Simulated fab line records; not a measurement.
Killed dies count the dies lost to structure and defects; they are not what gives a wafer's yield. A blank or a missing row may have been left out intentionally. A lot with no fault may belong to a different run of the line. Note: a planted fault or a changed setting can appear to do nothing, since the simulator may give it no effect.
fab line records + flow gf180mcu
record
- lots=12
- wafers=36
- last_day=34
route steps=602 shown STI@14 NSD@247 SAB@264
lots untouched by any fault: they come from a run of this same line in which no faults occurred
start_h: start of the lot's first displayed wafer, in hours after the record's first day + wait_h: how many hours have passed since the lot's step before this one + " as in the row above + L1.1+2: a row that stands for several wafers + - no value present, or no start provided + * or withheld: withheld + < > ~ a bound
route shown NAME@n: names a module that has steps shown in the file, with the first one's number in the route + usual: mean/standard deviation taken from wafers without a fault + same: alike in all rows + chamber/n: place in a boat + sites: per-site readings + _std_site: the values' standard deviation + _edge_site: mean of outer sites minus mean of inner sites + radius_mm: how far each site lies from the wafer's centre + mask NAME#n: copy n + behind: the tool/chamber that last shaped the wafer + hold: the reason the lot was held/the length of the hold in hours/how it ended + device: names the non-switching transistor (n, p or np) + end of line: tests run on the same wafers once the route is complete + step lacking rows: just its recipe + killed: not the wafer's yield, but the dies lost to structure and defects at the first sort + map: shows each die of a wafer: x if killed, . if not, _ if none is there
set.NAME: the setting the step ran with; set.NAME@STEP: the setting that earlier step ran with + model.NAME: the simulator's own value behind a step, which no gauge read
a sample of lots followed through the steps of the route, with each step as a table and each wafer as a row
services: when a tool's chamber went out of use (start_h, in hours from the record's first day, below 0 if earlier), for how many hours, and the reason
## steps
# step GF_STI_ETCH_13
# recipe
- chemistry=CHF3/O2
- stop_on=Si
- over_etch_frac=0.3
- target_depth_a=2823.1
- source_w=600
- bias_w=200
- pressure_mtorr=40
- chf3_flow_sccm=50
- O2_flow_sccm=5
- time_s=112.9
# usual
- drypump_motor_current_A=5.8/0.49
- oes_product_au=0.834/0.0065
- run_length_s=141.2/0.55
- throttle_valve_pct=8.811/0.0093
| lot.wafer | tool        | chamber | start_h | wait_h | drypump_motor_current_A | oes_product_au | rf_hours_counter_h | run_length_s | throttle_valve_pct |
|-----------|-------------|---------|---------|--------|-------------------------|----------------|--------------------|--------------|--------------------|
| L780.1    | rie_diel-02 | 1       | 24.75   | 0.1    | 5.8                     | 0.837          | 6                  | 142.3        | 8.820              |
| L780.2    | "           | 3       | "       | "      | 5.5                     | 0.830          | 150                | 141.7        | 8.823              |
| L780.3    | "           | 2       | "       | "      | 6.2                     | 0.835          | 13                 | 141.3        | 8.809              |
| L782.2    | rie_diel-01 | 0       | 36.91   | 0.1    | 6.3                     | 0.830          | 41                 | 141.9        | 8.819              |
| L782.4    | "           | 3       | "       | "      | 5.6                     | 0.827          | 8                  | 140.7        | 8.813              |
| L782.5    | "           | 3       | "       | "      | 5.6                     | 0.833          | -                  | 140.5        | 8.810              |
| L783.2    | rie_diel-02 | 2       | 41.20   | 0.1    | 6.2                     | 0.828          | 13                 | 141.8        | 8.802              |
| L783.5    | "           | 0       | "       | "      | 5.8                     | 0.835          | -                  | 141.9        | 8.800              |
| L783.6    | "           | 3       | "       | "      | 5.5                     | 0.836          | -                  | 141.9        | 8.808              |
| L784.2    | rie_diel-01 | 2       | 45.62   | 0.1    | 5.7                     | 0.840          | 151                | 141.3        | 8.806              |
| L784.3    | "           | 0       | "       | "      | 6.3                     | 0.846          | 41                 | 141.4        | 8.833              |
| L784.6    | "           | 2       | "       | "      | 5.7                     | 0.836          | -                  | 141.4        | 8.805              |
| L785.2    | rie_diel-03 | 0       | 50.85   | 0.1    | 6.3                     | 0.819          | 132                | 140.6        | 8.795              |
| L785.5    | "           | 3       | "       | "      | 6.0                     | 0.834          | -                  | 140.6        | 8.813              |
| L785.6    | "           | 0       | "       | "      | 6.3                     | 0.827          | -                  | 140.3        | 8.807              |
| L789.1    | rie_diel-01 | 3       | 77.45   | 0.1    | 5.6                     | 0.835          | 9                  | 140.6        | 8.816              |
| L789.2    | "           | 2       | "       | "      | 5.7                     | 0.842          | 152                | 141.8        | 8.834              |
| L789.5    | "           | 1       | "       | "      | 4.7                     | 0.841          | -                  | 140.8        | 8.823              |
| L791.1    | rie_diel-02 | 0       | 78.17   | 0.1    | 5.8                     | 0.827          | 117                | 141.8        | 8.816              |
| L791.2    | "           | 3       | "       | "      | 5.5                     | 0.839          | 151                | 141.4        | 8.812              |
| L791.6    | "           | 1       | "       | "      | 5.8                     | 0.825          | -                  | 141.6        | 8.803              |
| L792.2    | rie_diel-03 | 3       | 79.56   | 0.1    | 6.0                     | 0.838          | 149                | 141.1        | 8.806              |
| L792.4    | "           | 1       | "       | "      | 6.4                     | 0.838          | 63                 | 141.8        | 8.818              |
| L792.6    | "           | 1       | "       | "      | 6.3                     | 0.832          | -                  | 141.8        | 8.804              |
| L797.2    | rie_diel-01 | 1       | 113.26  | 0.1    | 4.7                     | 0.842          | 7                  | 140.6        | 8.798              |
| L797.5    | "           | 3       | "       | "      | 5.6                     | 0.839          | -                  | 140.9        | 8.804              |
| L797.6    | "           | 0       | "       | "      | 6.3                     | 0.844          | -                  | 141.3        | 8.806              |
| L798.1    | rie_diel-01 | 2       | 118.92  | 0.1    | 5.7                     | 1.014          | 153                | 120.2        | 8.879              |
| L798.2    | "           | 0       | "       | "      | 6.3                     | 0.989          | 43                 | 120.0        | 8.861              |
| L798.5    | "           | 3       | "       | "      | 5.6                     | 0.845          | -                  | 140.6        | 8.830              |
| L799.2    | rie_diel-01 | 2       | 123.77  | 0.1    | 5.7                     | 1.009          | 153                | 120.3        | 8.871              |
| L799.5    | "           | 2       | "       | "      | 5.7                     | 0.833          | -                  | 141.3        | 8.815              |
| L799.6    | "           | 3       | "       | "      | 5.6                     | 0.832          | -                  | 140.7        | 8.817              |
| L801.2    | rie_diel-01 | 2       | 133.85  | 0.1    | 5.7                     | 1.006          | 154                | 120.0        | 8.855              |
| L801.3    | "           | 1       | "       | "      | 4.7                     | 0.832          | 7                  | 140.5        | 8.807              |
| L801.4    | "           | 0       | "       | "      | 6.3                     | 0.995          | 43                 | 120.3        | 8.867              |
# step GF_STI_STRIP_15
# recipe
- chemistry=O2/N2
- power_w=1400
- pressure_mtorr=1500
- platen_temp_c=250
- o2_flow_sccm=3000
- n2_flow_sccm=300
- overash_fraction=0.5
# usual
- drypump_motor_current_A=5.59/0.29
- heater_power_w=303/40
- oes_product_au=0.384/0.0047
- strip_time_to_endpoint_s=3.73/0.06
# same
- overash_fraction=0.5
| lot.wafer | tool            | chamber | start_h | wait_h | drypump_motor_current_A | heater_power_w | oes_product_au | rf_hours_counter_h | strip_time_to_endpoint_s |
|-----------|-----------------|---------|---------|--------|-------------------------|----------------|----------------|--------------------|--------------------------|
| L780.1    | plasma_asher-01 | 0       | 24.90   | 0.0    | 5.32                    | 338            | 0.377          | 37                 | 3.74                     |
| L780.2    | "               | 1       | "       | "      | 6.02                    | 290            | 0.375          | 37                 | 3.64                     |
| L780.3    | "               | 0       | "       | "      | 5.37                    | 334            | 0.375          | -                  | 3.65                     |
| L782.2    | plasma_asher-03 | 0       | 37.07   | 0.0    | 5.85                    | 256            | 0.383          | 12                 | 3.75                     |
| L782.4    | "               | 1       | "       | "      | 5.39                    | 262            | 0.384          | -                  | 3.80                     |
| L782.5    | "               | 1       | "       | "      | 5.37                    | 255            | 0.386          | -                  | 3.83                     |
| L783.2    | plasma_asher-04 | 1       | 41.35   | 0.0    | 5.68                    | 309            | 0.389          | 44                 | 3.69                     |
| L783.5    | "               | 0       | "       | "      | 5.19                    | 376            | 0.386          | -                  | 3.67                     |
| L783.6    | "               | 1       | "       | "      | 5.73                    | 304            | 0.380          | -                  | 3.70                     |
| L784.2    | plasma_asher-03 | 0       | 45.78   | 0.0    | 5.79                    | 244            | 0.385          | 13                 | 3.72                     |
| L784.3    | "               | 1       | "       | "      | 5.39                    | 263            | 0.380          | -                  | 3.74                     |
| L784.6    | "               | 1       | "       | "      | 5.36                    | 263            | 0.381          | -                  | 3.71                     |
| L785.2    | plasma_asher-03 | 1       | 51.00   | 0.0    | 5.33                    | 259            | 0.386          | 13                 | 3.64                     |
| L785.5    | "               | 0       | "       | "      | 5.81                    | 255            | 0.380          | -                  | 3.67                     |
| L785.6    | "               | 1       | "       | "      | 5.35                    | 256            | 0.384          | -                  | 3.66                     |
| L789.1    | plasma_asher-01 | 1       | 77.61   | 0.0    | 6.00                    | 294            | 0.389          | 43                 | 3.78                     |
| L789.2    | "               | 0       | "       | "      | 5.39                    | 335            | 0.385          | 43                 | 3.68                     |
| L789.5    | "               | 0       | "       | "      | 5.37                    | 345            | 0.387          | -                  | 3.75                     |
| L791.1    | plasma_asher-01 | 1       | 78.33   | 0.0    | 6.01                    | 291            | 0.384          | 43                 | 3.67                     |
| L791.2    | "               | 0       | "       | "      | 5.36                    | 347            | 0.392          | 43                 | 3.68                     |
| L791.6    | "               | 0       | "       | "      | 5.37                    | 345            | 0.385          | -                  | 3.82                     |
| L792.2    | plasma_asher-01 | 0       | 79.72   | 0.0    | 5.34                    | 338            | 0.389          | 43                 | 3.72                     |
| L792.4    | "               | 0       | "       | "      | 5.34                    | 342            | 0.387          | -                  | 3.79                     |
| L792.6    | "               | 1       | "       | "      | 6.00                    | 298            | 0.382          | -                  | 3.84                     |
| L797.2    | plasma_asher-04 | 0       | 113.42  | 0.0    | 5.18                    | 368            | 0.390          | 50                 | 3.76                     |
| L797.5    | "               | 1       | "       | "      | 5.68                    | 306            | 0.392          | -                  | 3.85                     |
| L797.6    | "               | 0       | "       | "      | 5.17                    | 382            | 0.382          | -                  | 3.76                     |
| L798.1    | plasma_asher-03 | 1       | 119.08  | 0.0    | 5.34                    | 263            | 0.400          | 21                 | 4.18                     |
| L798.2    | "               | 0       | "       | "      | 5.80                    | 264            | 0.407          | 21                 | 4.21                     |
| L798.5    | "               | 1       | "       | "      | 5.34                    | 260            | 0.382          | -                  | 3.74                     |
| L799.2    | plasma_asher-01 | 0       | 123.93  | 0.0    | 5.39                    | 343            | 0.403          | 1                  | 4.17                     |
| L799.5    | "               | 0       | "       | "      | 5.35                    | 332            | 0.382          | -                  | 3.71                     |
| L799.6    | "               | 1       | "       | "      | 6.02                    | 299            | 0.384          | -                  | 3.81                     |
| L801.2    | plasma_asher-04 | 0       | 134.00  | 0.0    | 5.20                    | 378            | 0.408          | 53                 | 4.24                     |
| L801.3    | "               | 0       | "       | "      | 5.19                    | 371            | 0.379          | -                  | 3.77                     |
| L801.4    | "               | 1       | "       | "      | 5.67                    | 306            | 0.405          | -                  | 4.22                     |
# step GF_NSD_TW_MEAS_12
# usual
- NSD_TW=4249/36
| lot.wafer | tool          | chamber | start_h | wait_h | NSD_TW |
|-----------|---------------|---------|---------|--------|--------|
| L780.1    | film_metro-02 | -       | 279.38  | 0.1    | 4195   |
| L780.2    | "             | -       | "       | "      | 4207   |
| L780.3    | "             | -       | "       | "      | 4197   |
| L782.2    | film_metro-02 | -       | 301.29  | 0.1    | 4209   |
| L782.4    | "             | -       | "       | "      | 4208   |
| L782.5    | "             | -       | "       | "      | 4187   |
| L783.2    | film_metro-02 | -       | 303.02  | 0.1    | 4200   |
| L783.5    | "             | -       | "       | "      | 4221   |
| L783.6    | "             | -       | "       | "      | 4225   |
| L784.2    | film_metro-02 | -       | 309.48  | 0.1    | 4226   |
| L784.3    | "             | -       | "       | "      | 4193   |
| L784.6    | "             | -       | "       | "      | 4199   |
| L785.2    | film_metro-02 | -       | 318.17  | 0.1    | 4201   |
| L785.5    | "             | -       | "       | "      | 4173   |
| L785.6    | "             | -       | "       | "      | 4197   |
| L789.1    | film_metro-04 | -       | 387.93  | 0.1    | 4290   |
| L789.2    | "             | -       | "       | "      | 4300   |
| L789.5    | "             | -       | "       | "      | 4291   |
| L791.1    | film_metro-04 | -       | 389.93  | 0.1    | 4321   |
| L791.2    | "             | -       | "       | "      | 4281   |
| L791.6    | "             | -       | "       | "      | 4272   |
| L792.2    | film_metro-01 | -       | 390.00  | 0.1    | 4242   |
| L792.4    | "             | -       | "       | "      | 4254   |
| L792.6    | "             | -       | "       | "      | 4257   |
| L797.2    | film_metro-01 | -       | 447.45  | 0.1    | 4238   |
| L797.5    | "             | -       | "       | "      | 4237   |
| L797.6    | "             | -       | "       | "      | 4226   |
| L798.1    | film_metro-04 | -       | 459.21  | 0.1    | 4279   |
| L798.2    | "             | -       | "       | "      | 4269   |
| L798.5    | "             | -       | "       | "      | 4263   |
| L799.2    | film_metro-04 | -       | 477.95  | 0.1    | 4245   |
| L799.5    | "             | -       | "       | "      | 4258   |
| L799.6    | "             | -       | "       | "      | 4246   |
| L801.2    | film_metro-02 | -       | 486.27  | 0.1    | 4229   |
| L801.3    | "             | -       | "       | "      | 4230   |
| L801.4    | "             | -       | "       | "      | 4230   |
# step GF_SAB_CVD_00
# recipe
- material=SiO2
- target_thk_nm=50
- precursor=TEOS
- temp_c=400
- time_s=4.9302
- rf_w=600
# usual
- heater_power_w=683/120
- susceptor_temp_C=400.02/0.21
| lot.wafer | tool     | chamber | start_h | wait_h | heater_power_w | susceptor_temp_C |
|-----------|----------|---------|---------|--------|----------------|------------------|
| L780.1    | pecvd-02 | 2       | 300.13  | 0.1    | 582            | 400.24           |
| L780.2    | "        | 0       | "       | "      | 825            | 400.21           |
| L780.3    | "        | 1       | "       | "      | 851            | 399.90           |
| L782.2    | pecvd-02 | 2       | 322.92  | 0.1    | 511            | 400.51           |
| L782.4    | "        | 2       | "       | "      | 506            | 399.90           |
| L782.5    | "        | 1       | "       | "      | 742            | 400.34           |
| L783.2    | pecvd-02 | 0       | 323.93  | 0.1    | 838            | 399.95           |
| L783.5    | "        | 2       | "       | "      | 576            | 399.91           |
| L783.6    | "        | 0       | "       | "      | 839            | 399.92           |
| L784.2    | pecvd-01 | 1       | 330.47  | 0.1    | 531            | 400.17           |
| L784.3    | "        | 0       | "       | "      | 552            | 399.83           |
| L784.6    | "        | 1       | "       | "      | 525            | 400.29           |
| L785.2    | pecvd-02 | 2       | 339.12  | 0.1    | 561            | 399.82           |
| L785.5    | "        | 2       | "       | "      | 558            | 400.16           |
| L785.6    | "        | 0       | "       | "      | 761            | 399.87           |
| L789.1    | pecvd-04 | 1       | 411.99  | 0.1    | 590            | 399.87           |
| L789.2    | "        | 0       | "       | "      | 837            | 399.72           |
| L789.5    | "        | 0       | "       | "      | 829            | 399.81           |
| L791.1    | pecvd-02 | 0       | 413.58  | 0.1    | 759            | 400.01           |
| L791.2    | "        | 1       | "       | "      | 837            | 400.19           |
| L791.6    | "        | 1       | "       | "      | 834            | 399.99           |
| L792.2    | pecvd-04 | 1       | 413.71  | 0.1    | 669            | 400.43           |
| L792.4    | "        | 2       | "       | "      | 508            | 399.84           |
| L792.6    | "        | 0       | "       | "      | 855            | 400.04           |
| L797.2    | pecvd-04 | 1       | 471.97  | 0.1    | 707            | 399.93           |
| L797.5    | "        | 2       | "       | "      | 634            | 400.02           |
| L797.6    | "        | 0       | "       | "      | 812            | 400.01           |
| L798.1    | pecvd-02 | 0       | 484.12  | 0.1    | 729            | 400.05           |
| L798.2    | "        | 2       | "       | "      | 569            | 399.86           |
| L798.5    | "        | 2       | "       | "      | 559            | 399.91           |
| L799.2    | pecvd-01 | 2       | 502.47  | 0.1    | 842            | 400.13           |
| L799.5    | "        | 2       | "       | "      | 820            | 400.22           |
| L799.6    | "        | 0       | "       | "      | 532            | 400.04           |
| L801.2    | pecvd-04 | 2       | 510.82  | 0.1    | 637            | 400.43           |
| L801.3    | "        | 1       | "       | "      | 647            | 400.18           |
| L801.4    | "        | 1       | "       | "      | 645            | 399.88           |
# step GF_SAB_STRIP_13
# recipe
- chemistry=O2/N2
- power_w=1400
- pressure_mtorr=1500
- platen_temp_c=250
- o2_flow_sccm=3000
- n2_flow_sccm=300
- overash_fraction=0.5
# usual
- drypump_motor_current_A=5.55/0.29
- heater_power_w=311/40
- oes_product_au=0.710/0.0047
- strip_time_to_endpoint_s=12.62/0.037
# same
- overash_fraction=0.5
| lot.wafer | tool            | chamber | start_h | wait_h | drypump_motor_current_A | heater_power_w | oes_product_au | rf_hours_counter_h | strip_time_to_endpoint_s |
|-----------|-----------------|---------|---------|--------|-------------------------|----------------|----------------|--------------------|--------------------------|
| L780.1    | plasma_asher-01 | 0       | 320.51  | 0.0    | 5.37                    | 342            | 0.706          | 20                 | 12.63                    |
| L780.2    | "               | 1       | "       | "      | 6.01                    | 297            | 0.704          | 20                 | 12.62                    |
| L780.3    | "               | 0       | "       | "      | 5.36                    | 336            | 0.711          | -                  | 12.59                    |
| L782.2    | plasma_asher-03 | 0       | 344.25  | 0.0    | 5.82                    | 259            | 0.710          | 44                 | 12.63                    |
| L782.4    | "               | 1       | "       | "      | 5.37                    | 257            | 0.707          | -                  | 12.59                    |
| L782.5    | "               | 0       | "       | "      | 5.83                    | 255            | 0.714          | -                  | 12.61                    |
| L783.2    | plasma_asher-04 | 1       | 345.48  | 0.0    | 5.64                    | 304            | 0.710          | 74                 | 12.63                    |
| L783.5    | "               | 1       | "       | "      | 5.65                    | 310            | 0.701          | -                  | 12.61                    |
| L783.6    | "               | 0       | "       | "      | 5.16                    | 377            | 0.701          | -                  | 12.59                    |
| L784.2    | plasma_asher-03 | 0       | 352.12  | 0.0    | 5.84                    | 261            | 0.714          | 45                 | 12.68                    |
| L784.3    | "               | 0       | "       | "      | 5.81                    | 256            | 0.714          | -                  | 12.68                    |
| L784.6    | "               | 0       | "       | "      | 5.83                    | 265            | 0.702          | -                  | 12.66                    |
| L785.2    | plasma_asher-04 | 1       | 359.86  | 0.0    | 5.67                    | 305            | 0.717          | 76                 | 12.67                    |
| L785.5    | "               | 0       | "       | "      | 5.20                    | 379            | 0.707          | -                  | 12.66                    |
| L785.6    | "               | 1       | "       | "      | 5.68                    | 302            | 0.712          | -                  | 12.68                    |
| L789.1    | plasma_asher-01 | 0       | 436.22  | 0.0    | 5.39                    | 339            | 0.712          | 32                 | 12.61                    |
| L789.2    | "               | 1       | "       | "      | 6.00                    | 297            | 0.705          | 32                 | 12.56                    |
| L789.5    | "               | 1       | "       | "      | 6.00                    | 304            | 0.694          | -                  | 12.62                    |
| L791.1    | plasma_asher-01 | 0       | 438.24  | 0.0    | 5.31                    | 341            | 0.718          | 32                 | 12.64                    |
| L791.2    | "               | 1       | "       | "      | 6.04                    | 296            | 0.702          | 32                 | 12.65                    |
| L791.6    | "               | 0       | "       | "      | 5.31                    | 331            | 0.716          | -                  | 12.62                    |
| L792.2    | plasma_asher-04 | 1       | 439.19  | 0.0    | 5.66                    | 302            | 0.711          | 1                  | 12.58                    |
| L792.4    | "               | 1       | "       | "      | 5.70                    | 295            | 0.701          | -                  | 12.59                    |
| L792.6    | "               | 0       | "       | "      | 5.19                    | 370            | 0.708          | -                  | 12.57                    |
| L797.2    | plasma_asher-01 | 0       | 496.56  | 0.0    | 5.34                    | 344            | 0.705          | 38                 | 12.61                    |
| L797.5    | "               | 0       | "       | "      | 5.34                    | 345            | 0.705          | -                  | 12.62                    |
| L797.6    | "               | 1       | "       | "      | 6.02                    | 303            | 0.706          | -                  | 12.58                    |
| L798.1    | plasma_asher-01 | 0       | 507.93  | 0.0    | 5.37                    | 339            | 0.710          | 39                 | 12.54                    |
| L798.2    | "               | 1       | "       | "      | 6.02                    | 304            | 0.710          | 39                 | 12.57                    |
| L798.5    | "               | 1       | "       | "      | 6.00                    | 298            | 0.712          | -                  | 12.55                    |
| L799.2    | plasma_asher-03 | 0       | 525.96  | 0.0    | 5.82                    | 254            | 0.706          | 64                 | 12.60                    |
| L799.5    | "               | 1       | "       | "      | 5.38                    | 261            | 0.708          | -                  | 12.63                    |
| L799.6    | "               | 0       | "       | "      | 5.80                    | 258            | 0.717          | -                  | 12.59                    |
| L801.2    | plasma_asher-04 | 0       | 533.76  | 0.0    | 5.18                    | 368            | 0.708          | 11                 | 12.61                    |
| L801.3    | "               | 1       | "       | "      | 5.61                    | 297            | 0.709          | -                  | 12.60                    |
| L801.4    | "               | 0       | "       | "      | 5.19                    | 358            | 0.710          | -                  | 12.64                    |
## services
| tool            | chamber | start_h | hours | kind   |
|-----------------|---------|---------|-------|--------|
| plasma_asher-04 | -       | 5.14    | 1.8   | repair |
| rie_diel-01     | 2       | 58.67   | 12.2  | repair |
| rie_diel-01     | 2       | 78.21   | 9.1   | repair |
| plasma_asher-04 | -       | 92.97   | 7.4   | repair |
| plasma_asher-01 | -       | 108.75  | 9.0   | pm     |
| rie_diel-01     | 2       | 134.11  | 5.7   | repair |
| plasma_asher-01 | -       | 171.73  | 3.5   | repair |
| plasma_asher-01 | -       | 174.44  | 0.9   | repair |
| plasma_asher-03 | -       | 184.06  | 10.7  | repair |
| plasma_asher-04 | -       | 185.90  | 3.0   | repair |
| plasma_asher-03 | -       | 206.08  | 2.8   | pm     |
| rie_diel-01     | 0       | 234.82  | 19.8  | repair |
| rie_diel-01     | 2       | 261.29  | 6.4   | repair |
| rie_diel-01     | 0       | 316.15  | 15.8  | repair |
| plasma_asher-04 | -       | 329.97  | 1.1   | repair |
| plasma_asher-01 | -       | 342.15  | 4.0   | repair |
| rie_diel-01     | -       | 351.61  | 0.6   | repair |
| rie_diel-01     | 1       | 352.19  | 13.2  | repair |
| plasma_asher-01 | -       | 380.01  | 3.3   | repair |
| rie_diel-01     | 3       | 384.53  | 11.5  | repair |
| plasma_asher-04 | -       | 421.25  | 9.0   | pm     |
| plasma_asher-03 | -       | 460.81  | 1.1   | repair |
| plasma_asher-01 | -       | 490.56  | 2.0   | repair |
| plasma_asher-01 | -       | 532.21  | 2.8   | pm     |
## key
first_sign
- step=GF_STI_ETCH_13
- reading=run_length_s
- direction=down
- sigmas=38
- usual=*
- struck=*
effect
- step=GF_STI_ETCH_13
- reading=oes_product_au
- direction=up
- sigmas=26
- usual=0.834
- struck=1.003
effect
- step=GF_STI_STRIP_15
- reading=strip_time_to_endpoint_s
- direction=up
- sigmas=7.9
- usual=*
- struck=*
met_at GF_STI_ETCH_13
struck_lots L798,L799,L801
struck_wafers L798.1,L798.2,L799.2,L801.2,L801.4
tester_left_out L798,L799,L801
not_acting_at GF_NSD_TW_MEAS_12,GF_SAB_CVD_00,GF_SAB_STRIP_13
onset_between 113.26 118.92
fault
- kind=process_parameter_drift
- tool=rie_diel-01
- chamber=-
- onset_h=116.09
- steps=GF_STI_ETCH_13
- channel=time_s
- offset=*
- shape=step
- end_h=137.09
- scope=struck_wafers_only
- acts_in=*
- stated=*
# tester_left_out: of these lots the tester's yield and bins aren't shown, on N5 and GAA mostly nor the transistor test; their killed dies are dies lost to structure and defects alone, not to doping, threshold or leakage, so they don't give the yield
